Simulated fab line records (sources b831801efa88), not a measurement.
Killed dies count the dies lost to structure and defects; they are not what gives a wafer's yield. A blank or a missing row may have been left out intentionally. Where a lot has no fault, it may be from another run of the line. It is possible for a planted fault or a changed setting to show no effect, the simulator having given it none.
Which tool is to blame? + flow sky130 + at 1 step of a route of 708, 12 lots with 36 wafers sampled

== WHAT THE GAUGES READ, wafer by wafer ==
SKY_VT_ADJUST_HVTP_OVL_MEAS_08.
| lot  | measured     | on         | VT_ADJUST_HVTP_OVL (nm) |
|------|--------------|------------|-------------------------|
| L075 | day 6 12:40  | overlay-02 | -1.7 -0.4 0.6           |
| L077 | day 6 22:07  | overlay-01 | -2.1 1.9 0.3            |
| L080 | day 7 17:53  | overlay-01 | 2.1 2.1 1.0             |
| L081 | day 8 01:52  | overlay-01 | 1.1 -2.4 -0.7           |
| L083 | day 8 13:40  | overlay-02 | 2.0 1.5 1.4             |
| L085 | day 9 03:56  | overlay-02 | -1.9 -1.7 0.3           |
| L087 | day 9 12:02  | overlay-01 | 2.1 2.4 2.4             |
| L089 | day 10 00:17 | overlay-01 | -1.1 0.4 -0.1           |
| L091 | day 10 12:38 | overlay-01 | -1.7 -1.7 -2.2          |
| L093 | day 11 03:23 | overlay-02 | -1.4 -0.2 -0.2          |
| L095 | day 11 13:19 | overlay-01 | -0.2 -0.1 0.9           |
| L097 | day 12 01:26 | overlay-01 | 1.5 -0.4 2.5            |

== WHAT TOOL EACH LOT RAN ON (gives the tool, then ch and the chambers of the sampled wafers, and finally the start) ==
The record holds no process step before these readings.

== THE ANSWER, worked out from the rows above alone ==
Rule: what is usual is taken from the lots themselves. Put in order of their means at a reading, lots are off if they are a third of the lots or fewer, leave a main group of 4 or more, and stand apart from it by a gap of 3 or more times the standard deviation of the main group's means; of several such gaps the widest counts. If all means in a main group match to the digits the tables above print for the reading, that group is not used. Also off: a lot with no number at a reading for which 4 or more lots have one. All remaining lots with rows at the step are treated as sound.
None of the lots is off at any reading shown; this tells nothing.

== WHAT THE SIMULATOR PUT IN ==
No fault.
